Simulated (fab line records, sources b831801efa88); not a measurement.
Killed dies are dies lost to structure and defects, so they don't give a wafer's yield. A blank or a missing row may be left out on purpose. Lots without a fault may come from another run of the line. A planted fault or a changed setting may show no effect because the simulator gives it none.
Problem report in the 8D (eight disciplines) form, filled by code | flow gf180mcu | the parts of the form that need people (team, actions taken, sign-off) are left out

1. THE PROBLEM
overpolish_run_s at GF_V1_CMP_26 reads a mean of 0.042 s on 3 wafers of 2 lots; wafers without a fault read 15.000 s with a standard deviation of 0.0086. That is -99 or more standard deviations from the usual mean.
The step: polishes, stops on SiO2, t overpolish 15 s, target thk 0 nm.
First seen on wafer L626.4, day 25 02:11, on cmp-02. The record holds 42 wafers of 14 lots with a number at this step. Rule for "out", or "out of limits": more than 4 standard deviations from the usual mean. The other wafers with a number count as sound.

2. WHAT IT IS AND WHAT IT IS NOT
question                    | is                                   | is not
which readings at this step | overpolish_run_s, time_to_endpoint_s | motor_current_A, platen_rpm
which lots                  | L626, L627                           | L607, L609, L610, L611, L613, L614, L616, L617, L618, L621, L625, L628
which wafers of those lots  | L626.4, L627.2, L627.4               | L626.5, L626.6, L627.5
read on which tools         | cmp-02                               | cmp-01
when                        | from day 25 02:11                    | up to then (35 sound wafers); but 4 sound wafers of L627, L628 came after

3. SUSPECTS, AND WHAT RULES EACH OUT
Counting: a tool at a process step up to the reading stays a suspect if it ran every lot that is out. Sound lots after the first of them don't rule it out here, since some wafers of a struck lot are sound.
- cmp-02 at GF_V1_CMP_26 (polishes, stops on SiO2, t overpolish 15 s, target thk 0 nm): kept. It ran every lot that is out, first L626 (day 25 02:11); its last sound lot up to then is L621 (day 23 11:41). Its own readings are out on those wafers: overpolish_run_s, time_to_endpoint_s.
Left after counting: cmp-02 at GF_V1_CMP_26.

4. THE CAUSE (what the simulator had put in)
Process parameter drift: cmp-02, from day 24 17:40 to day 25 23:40, at GF_V1_CMP_26. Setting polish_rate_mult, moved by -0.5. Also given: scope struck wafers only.
Counting left only this tool.

5. THE CHAIN OF EFFECTS, in route order
Each row: a reading whose mean over the struck wafers that have a number lies more than 3 standard deviations from the usual. Only readings for which the record gives a usual standard deviation are gone through. hours: the time from each lot's start at the first step in this table that gives one to its start at this step, as a median over the lots. sigmas: the change in usual standard deviations.
hours | step         | reading            | usual    | on struck wafers | change  | sigmas
0     | GF_V1_CMP_26 | overpolish_run_s   | 15.000 s | 0.042            | -14.958 | -99 or more
0     | GF_V1_CMP_26 | time_to_endpoint_s | 86 s     | 130              | +44     | +14
The process steps in it:
- GF_V1_CMP_26: polishes, stops on SiO2, t overpolish 15 s, target thk 0 nm.

6. WHAT WOULD HAVE CAUGHT IT SOONER
In this record the first reading out of limits was taken at day 25 02:11, 9 hours after the fault began at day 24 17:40.
